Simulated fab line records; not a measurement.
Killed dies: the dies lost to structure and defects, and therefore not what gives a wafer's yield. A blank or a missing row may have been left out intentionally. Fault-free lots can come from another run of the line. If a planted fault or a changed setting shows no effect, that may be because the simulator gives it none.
fab line records -- flow sky130
[record] lots = 14, wafers = 42, last_day = 50
route steps=708 shown SONOS_TUNNEL@166 LDD_P@265 LDD_HVN@275 LDD_LDN@301
lots that met no fault: from a run of the same line without faults
start_h: hours from the record's first day to the start of the lot's first wafer shown -- wait_h: hours from the lot's prior step to this one -- " the same as in the row above -- L1.1+2: a row that stands for several wafers -- - value missing, or start not given -- * or withheld: withheld -- < > ~ a bound
route shown NAME@n: NAME is a module with steps in the file, n the number in the route of the first one -- usual: mean/standard deviation of fault-free wafers -- same: alike in all rows -- chamber/n: place in a boat -- sites: per-site readings -- _std_site: standard deviation across them -- _edge_site: the outer-site mean with the inner-site mean subtracted -- radius_mm: for every site, how far away it sits from the centre of the wafer -- mask NAME#n: copy n -- behind: tool/chamber where the wafer was last shaped -- hold: reason for holding the lot/hours on hold/outcome of the hold -- device: transistor that didn't switch, given as n, p or np -- end of line: at the end of the route, the tests of the same wafers -- a step given without rows: its recipe and nothing more -- killed: dies lost to structure and defects at the first sort, not the wafer's yield -- map: a wafer's dies, marking killed ones x, the rest . and places with no die _
set.NAME: setting as actually run; set.NAME@STEP: the setting as run at that earlier step -- model.NAME: the simulator's own value behind a step, which no gauge read
a sample of lots followed through the steps of the route, with each step as a table and each wafer as a row
services: a tool's chamber out of use, with start hour (start_h, from the record's first day; less than 0 if before it), hours out, and reason
[[steps]]
[step SKY_SONOS_TUNNEL_TW_MEAS_12]
[usual] SONOS_TUNNEL_TW = 197.3/1
lot.wafer,tool,chamber,start_h,wait_h,SONOS_TUNNEL_TW
L780.2,film_metro-03,-,268.11,0.0,197.4
L780.5,film_metro-03,-,268.11,0.0,195.8
L780.6,film_metro-03,-,268.11,0.0,197.1
L782.2,film_metro-01,-,281.38,0.0,197.5
L782.5,film_metro-01,-,281.38,0.0,197.7
L782.6,film_metro-01,-,281.38,0.0,196.8
L783.1,film_metro-03,-,287.55,0.0,197.9
L783.3,film_metro-03,-,287.55,0.0,198.0
L783.6,film_metro-03,-,287.55,0.0,196.9
L787.1,film_metro-01,-,325.48,0.0,196.5
L787.4,film_metro-01,-,325.48,0.0,196.5
L787.6,film_metro-01,-,325.48,0.0,197.1
L788.1,film_metro-04,-,329.92,0.0,197.9
L788.2,film_metro-04,-,329.92,0.0,196.2
L788.4,film_metro-04,-,329.92,0.0,196.9
L792.2,film_metro-03,-,360.82,0.0,195.1
L792.3,film_metro-03,-,360.82,0.0,196.5
L792.5,film_metro-03,-,360.82,0.0,196.0
L794.1,film_metro-01,-,380.08,0.0,197.2
L794.4,film_metro-01,-,380.08,0.0,197.0
L794.5,film_metro-01,-,380.08,0.0,198.2
L795.1,film_metro-03,-,383.10,0.0,196.6
L795.2,film_metro-03,-,383.10,0.0,196.3
L795.4,film_metro-03,-,383.10,0.0,196.5
L796.1,film_metro-01,-,390.22,0.0,196.6
L796.4,film_metro-01,-,390.22,0.0,196.2
L796.6,film_metro-01,-,390.22,0.0,196.2
L797.2,film_metro-04,-,397.59,0.0,198.8
L797.3,film_metro-04,-,397.59,0.0,198.2
L797.6,film_metro-04,-,397.59,0.0,198.3
L798.1,film_metro-04,-,409.02,0.0,198.0
L798.2,film_metro-04,-,409.02,0.0,197.5
L798.3,film_metro-04,-,409.02,0.0,199.1
L799.1,film_metro-04,-,415.17,0.0,199.1
L799.4,film_metro-04,-,415.17,0.0,198.4
L799.5,film_metro-04,-,415.17,0.0,197.8
L800.2,film_metro-01,-,426.50,0.0,196.8
L800.3,film_metro-01,-,426.50,0.0,196.9
L800.4,film_metro-01,-,426.50,0.0,196.7
L801.1,film_metro-03,-,434.01,0.0,197.1
L801.3,film_metro-03,-,434.01,0.0,196.9
L801.4,film_metro-03,-,434.01,0.0,196.6
[step SKY_LDD_P_STRIP_10]
[recipe] chemistry = O2/N2, power_w = 1400, pressure_mtorr = 1500, platen_temp_c = withheld, o2_flow_sccm = 3000, n2_flow_sccm = 300, overash_fraction = 0.5
[usual] drypump_motor_current_A = 5.5/0.56, oes_product_au = 0.716/0.0045, strip_time_to_endpoint_s = 14.35/0.037
lot.wafer,tool,chamber,start_h,wait_h,drypump_motor_current_A,oes_product_au,rf_hours_counter_h,strip_time_to_endpoint_s
L780.2,plasma_asher-04,1,456.85,0.1,5.4,0.723,60,14.32
L780.5,plasma_asher-04,0,456.85,0.1,6.3,0.714,-,14.29
L780.6,plasma_asher-04,1,456.85,0.1,5.4,0.710,-,14.30
L782.2,plasma_asher-01,0,472.50,0.1,4.9,0.717,4,14.33
L782.5,plasma_asher-01,1,472.50,0.1,5.5,0.712,-,14.38
L782.6,plasma_asher-01,0,472.50,0.1,5.0,0.721,-,14.34
L783.1,plasma_asher-01,1,478.05,0.1,5.5,0.713,4,14.36
L783.3,plasma_asher-01,1,478.05,0.1,5.5,0.722,-,14.36
L783.6,plasma_asher-01,1,478.05,0.1,5.5,0.717,-,14.36
L787.1,plasma_asher-03,1,519.77,0.1,4.7,0.721,40,14.36
L787.4,plasma_asher-03,0,519.77,0.1,5.7,0.710,-,14.32
L787.6,plasma_asher-03,1,519.77,0.1,4.6,0.716,-,14.39
L788.1,plasma_asher-03,0,525.22,0.1,5.7,0.719,41,14.37
L788.2,plasma_asher-03,1,525.22,0.1,4.7,0.718,41,14.35
L788.4,plasma_asher-03,0,525.22,0.1,5.7,0.720,-,14.39
L792.2,plasma_asher-01,0,557.90,0.1,4.9,0.713,13,14.33
L792.3,plasma_asher-01,1,557.90,0.1,5.5,0.710,-,14.35
L792.5,plasma_asher-01,1,557.90,0.1,5.5,0.722,-,14.29
L794.1,plasma_asher-03,1,576.10,0.1,4.7,0.717,46,14.31
L794.4,plasma_asher-03,0,576.10,0.1,5.7,0.710,-,14.30
L794.5,plasma_asher-03,0,576.10,0.1,5.7,0.715,-,14.30
L795.1,plasma_asher-04,1,581.45,0.2,5.5,0.711,72,14.37
L795.2,plasma_asher-04,0,581.45,0.2,6.3,0.720,72,14.39
L795.4,plasma_asher-04,1,581.45,0.2,5.5,0.715,-,14.37
L796.1,plasma_asher-04,1,589.47,0.1,5.5,0.716,72,14.28
L796.4,plasma_asher-04,1,589.47,0.1,5.5,0.717,-,14.31
L796.6,plasma_asher-04,0,589.47,0.1,6.3,0.717,-,14.31
L797.2,plasma_asher-01,0,596.82,0.1,4.9,0.713,16,14.39
L797.3,plasma_asher-01,0,596.82,0.1,4.9,0.713,-,14.37
L797.6,plasma_asher-01,0,596.82,0.1,5.0,0.711,-,14.40
L798.1,plasma_asher-04,1,607.10,0.1,5.4,0.716,74,14.36
L798.2,plasma_asher-04,0,607.10,0.1,6.3,0.711,74,14.38
L798.3,plasma_asher-04,1,607.10,0.1,5.4,0.714,-,14.35
L799.1,plasma_asher-03,0,614.90,0.1,5.7,0.713,50,14.39
L799.4,plasma_asher-03,1,614.90,0.1,4.7,0.711,-,14.43
L799.5,plasma_asher-03,0,614.90,0.1,5.8,0.720,-,14.42
L800.2,plasma_asher-03,1,622.70,0.1,4.7,0.717,50,14.44
L800.3,plasma_asher-03,1,622.70,0.1,4.7,0.719,-,14.44
L800.4,plasma_asher-03,0,622.70,0.1,5.7,0.713,-,14.36
L801.1,plasma_asher-03,1,626.37,0.1,4.7,0.713,51,14.37
L801.3,plasma_asher-03,0,626.37,0.1,5.7,0.723,-,14.38
L801.4,plasma_asher-03,1,626.37,0.1,4.7,0.716,-,14.44
[step SKY_LDD_HVN_IMPLANT_08]
[recipe] species = P, energy_kev = 60, dose_cm2 = 3e+13, tilt_deg = 40
[usual] beam_energy_keV = 59.999/0.02, beam_on_s = 9.99/0.2
lot.wafer,tool,chamber,start_h,wait_h,beam_energy_keV,beam_on_s
L780.2,implanter-04,0,486.97,0.0,59.988,9.58
L780.5,implanter-04,0,486.97,0.0,60.022,9.78
L780.6,implanter-04,0,486.97,0.0,59.982,10.05
L782.2,implanter-02,0,503.27,0.0,59.957,10.22
L782.5,implanter-02,0,503.27,0.0,59.962,9.98
L782.6,implanter-02,0,503.27,0.0,59.943,10.06
L783.1,implanter-01,0,508.60,0.0,60.012,10.29
L783.3,implanter-01,0,508.60,0.0,59.995,9.96
L783.6,implanter-01,0,508.60,0.0,60.031,10.12
L787.1,implanter-04,-,549.70,0.0,-,-
L787.4,implanter-04,-,549.70,0.0,-,-
L787.6,implanter-04,-,549.70,0.0,-,-
L788.1,implanter-01,-,555.00,0.0,-,-
L788.2,implanter-01,-,555.00,0.0,-,-
L788.4,implanter-01,-,555.00,0.0,-,-
L792.2,implanter-01,0,587.07,0.0,59.978,9.85
L792.3,implanter-01,0,587.07,0.0,60.008,9.92
L792.5,implanter-01,0,587.07,0.0,59.987,10.06
L794.1,implanter-02,0,605.00,0.0,59.988,9.49
L794.4,implanter-02,0,605.00,0.0,60.013,10.12
L794.5,implanter-02,0,605.00,0.0,60.017,10.13
L795.1,implanter-01,0,610.30,0.0,59.991,10.33
L795.2,implanter-01,0,610.30,0.0,59.990,9.66
L795.4,implanter-01,0,610.30,0.0,60.001,9.87
L796.1,implanter-01,0,618.80,0.0,59.985,10.17
L796.4,implanter-01,0,618.80,0.0,60.005,9.90
L796.6,implanter-01,0,618.80,0.0,60.005,9.74
L797.2,implanter-02,0,625.82,0.0,60.023,9.91
L797.3,implanter-02,0,625.82,0.0,60.021,9.97
L797.6,implanter-02,0,625.82,0.0,60.004,9.89
L798.1,implanter-02,0,636.75,0.0,59.995,10.21
L798.2,implanter-02,0,636.75,0.0,59.980,9.95
L798.3,implanter-02,0,636.75,0.0,60.016,9.96
L799.1,implanter-02,0,643.48,0.0,59.942,9.78
L799.4,implanter-02,0,643.48,0.0,59.979,10.05
L799.5,implanter-02,0,643.48,0.0,59.974,9.81
L800.2,implanter-02,0,650.77,0.0,59.954,10.09
L800.3,implanter-02,0,650.77,0.0,59.988,9.62
L800.4,implanter-02,0,650.77,0.0,59.964,9.68
L801.1,implanter-01,0,653.95,0.0,59.950,9.78
L801.3,implanter-01,0,653.95,0.0,60.002,9.78
L801.4,implanter-01,0,653.95,0.0,59.999,10.35
[step SKY_LDD_HVN_TW_MEAS_10]
[usual] LDD_HVN_TW = 1450/16
lot.wafer,tool,chamber,start_h,wait_h,LDD_HVN_TW
L780.2,film_metro-04,-,487.21,0.1,1440
L780.5,film_metro-04,-,487.21,0.1,1444
L780.6,film_metro-04,-,487.21,0.1,1436
L782.2,film_metro-02,-,503.51,0.1,1471
L782.5,film_metro-02,-,503.51,0.1,1470
L782.6,film_metro-02,-,503.51,0.1,1470
L783.1,film_metro-04,-,508.85,0.1,1452
L783.3,film_metro-04,-,508.85,0.1,1443
L783.6,film_metro-04,-,508.85,0.1,1444
L787.1,film_metro-02,-,549.95,0.1,31
L787.4,film_metro-02,-,549.95,0.1,30
L787.6,film_metro-02,-,549.95,0.1,31
L788.1,film_metro-04,-,555.25,0.1,30
L788.2,film_metro-04,-,555.25,0.1,30
L788.4,film_metro-04,-,555.25,0.1,30
L792.2,film_metro-01,-,587.31,0.1,1430
L792.3,film_metro-01,-,587.31,0.1,1435
L792.5,film_metro-01,-,587.31,0.1,1430
L794.1,film_metro-04,-,605.25,0.1,1444
L794.4,film_metro-04,-,605.25,0.1,1438
L794.5,film_metro-04,-,605.25,0.1,1454
L795.1,film_metro-01,-,610.55,0.1,1433
L795.2,film_metro-01,-,610.55,0.1,1434
L795.4,film_metro-01,-,610.55,0.1,1437
L796.1,film_metro-04,-,619.05,0.1,1452
L796.4,film_metro-04,-,619.05,0.1,1451
L796.6,film_metro-04,-,619.05,0.1,1454
L797.2,film_metro-04,-,626.06,0.1,1441
L797.3,film_metro-04,-,626.06,0.1,1434
L797.6,film_metro-04,-,626.06,0.1,1438
L798.1,film_metro-01,-,637.00,0.1,1436
L798.2,film_metro-01,-,637.00,0.1,1439
L798.3,film_metro-01,-,637.00,0.1,1434
L799.1,film_metro-02,-,643.73,0.1,1474
L799.4,film_metro-02,-,643.73,0.1,1467
L799.5,film_metro-02,-,643.73,0.1,1461
L800.2,film_metro-01,-,651.01,0.1,1423
L800.3,film_metro-01,-,651.01,0.1,1432
L800.4,film_metro-01,-,651.01,0.1,1432
L801.1,film_metro-02,-,654.20,0.1,1458
L801.3,film_metro-02,-,654.20,0.1,1461
L801.4,film_metro-02,-,654.20,0.1,1475
[step SKY_LDD_LDN_STRIP_12]
[recipe] chemistry = O2/N2, power_w = 1400, pressure_mtorr = 1500, platen_temp_c = withheld, o2_flow_sccm = 3000, n2_flow_sccm = 300, overash_fraction = 0.5
[usual] drypump_motor_current_A = 5.7/0.48, oes_product_au = 0.716/0.0044, strip_time_to_endpoint_s = 14.18/0.045
lot.wafer,tool,chamber,start_h,wait_h,drypump_motor_current_A,oes_product_au,rf_hours_counter_h,strip_time_to_endpoint_s
L780.2,plasma_asher-01,0,548.15,0.1,5.0,0.711,12,14.21
L780.5,plasma_asher-01,0,548.15,0.1,5.0,0.718,-,14.19
L780.6,plasma_asher-01,1,548.15,0.1,5.5,0.720,-,14.17
L782.2,plasma_asher-04,1,563.38,0.1,5.5,0.707,70,14.14
L782.5,plasma_asher-04,1,563.38,0.1,5.4,0.713,-,14.17
L782.6,plasma_asher-04,0,563.38,0.1,6.3,0.719,-,14.16
L783.1,plasma_asher-01,1,569.28,0.1,5.5,0.726,14,14.20
L783.3,plasma_asher-01,1,569.28,0.1,5.5,0.715,-,14.20
L783.6,plasma_asher-01,1,569.28,0.1,5.5,0.725,-,14.17
L792.2,plasma_asher-02,0,645.75,0.1,6.2,0.716,98,14.17
L792.3,plasma_asher-02,0,645.75,0.1,6.2,0.714,-,14.22
L792.5,plasma_asher-02,0,645.75,0.1,6.2,0.717,-,14.14
L794.1,plasma_asher-02,1,663.09,0.1,5.8,0.719,101,14.18
L794.4,plasma_asher-02,1,663.09,0.1,5.8,0.725,-,14.17
L794.5,plasma_asher-02,1,663.09,0.1,5.8,0.715,-,14.17
L795.1,plasma_asher-04,0,668.04,0.1,6.3,0.712,80,14.19
L795.2,plasma_asher-04,1,668.04,0.1,5.5,0.718,80,14.22
L795.4,plasma_asher-04,0,668.04,0.1,6.3,0.715,-,14.16
L796.1,plasma_asher-01,0,676.65,0.1,4.9,0.710,24,14.30
L796.4,plasma_asher-01,1,676.65,0.1,5.5,0.721,-,14.22
L796.6,plasma_asher-01,1,676.65,0.1,5.5,0.711,-,14.20
L797.2,plasma_asher-01,1,682.60,0.1,5.5,0.712,25,14.10
L797.3,plasma_asher-01,1,682.60,0.1,5.5,0.728,-,14.14
L797.6,plasma_asher-01,1,682.60,0.1,5.5,0.715,-,14.12
L798.1,plasma_asher-02,0,692.25,0.1,6.2,0.712,103,14.25
L798.2,plasma_asher-02,1,692.25,0.1,5.8,0.710,103,14.24
L798.3,plasma_asher-02,1,692.25,0.1,5.8,0.719,-,14.21
L799.1,plasma_asher-04,0,698.39,0.1,6.3,0.717,82,14.22
L799.4,plasma_asher-04,0,698.39,0.1,6.3,0.714,-,14.25
L799.5,plasma_asher-04,1,698.39,0.1,5.4,0.722,-,14.24
L800.2,plasma_asher-04,1,707.35,0.1,5.5,0.717,83,14.14
L800.3,plasma_asher-04,1,707.35,0.1,5.4,0.715,-,14.14
L800.4,plasma_asher-04,0,707.35,0.1,6.4,0.720,-,14.19
L801.1,plasma_asher-02,1,710.20,0.1,5.8,0.715,105,14.19
L801.3,plasma_asher-02,1,710.20,0.1,5.8,0.718,-,14.17
L801.4,plasma_asher-02,0,710.20,0.1,6.2,0.713,-,14.19
[[services]]
tool,chamber,start_h,hours,kind
plasma_asher-03,-,463.79,1.7,repair
implanter-04,-,469.93,3.1,repair
plasma_asher-03,-,471.92,1.0,repair
plasma_asher-04,-,490.14,3.5,repair
implanter-01,-,492.68,4.7,pm
plasma_asher-03,-,496.46,1.6,repair
plasma_asher-01,-,518.74,0.4,repair
implanter-01,-,535.63,1.9,repair
implanter-02,-,583.38,4.0,repair
implanter-04,-,603.14,106.0,repair
implanter-04,-,615.16,3.0,repair
plasma_asher-03,-,647.33,4.4,repair
implanter-01,-,649.01,3.0,repair
plasma_asher-04,-,650.03,8.3,repair
implanter-01,-,654.81,1.2,repair
plasma_asher-03,-,660.19,2.8,pm
implanter-01,-,670.32,8.3,pm
implanter-02,-,679.07,4.0,pm
plasma_asher-02,-,680.79,1.9,repair
implanter-04,-,706.71,4.6,repair
[[key]]
[first_sign] step = SKY_LDD_HVN_IMPLANT_08, reading = tool_record, direction = missing
[effect] step = SKY_LDD_HVN_TW_MEAS_10, reading = LDD_HVN_TW, direction = down, sigmas = 86, usual = 1450, struck = 30
met_at SKY_LDD_HVN_IMPLANT_08
struck_lots L787,L788
later_rows_left_out L787.1,L787.4,L787.6,L788.1,L788.2,L788.4
sort_left_out L787.1,L787.4,L787.6,L788.1,L788.2,L788.4
tester_left_out L787,L788
not_acting_at SKY_SONOS_TUNNEL_TW_MEAS_12,SKY_LDD_P_STRIP_10,SKY_LDD_LDN_STRIP_12
onset_between 508.60 549.70
[fault] kind = skipped_step_whole, tool = implanter-01,implanter-04, chamber = -, onset_h = 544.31, steps = SKY_LDD_HVN_IMPLANT_08, scope = struck_lots_only
// tester_left_out: of these lots the tester's yield and bins aren't shown, on N5 and GAA mostly nor the transistor test; their killed dies are dies lost to structure and defects alone, not to doping, threshold or leakage, so they don't give the yield
// sort_left_out: the simulated sort isn't trusted on such a fault, so these wafers' sort isn't shown, and their yield isn't known
// later_rows_left_out: the simulator's readings of these wafers behind a module that went badly wrong aren't trusted and aren't shown, but for the sort
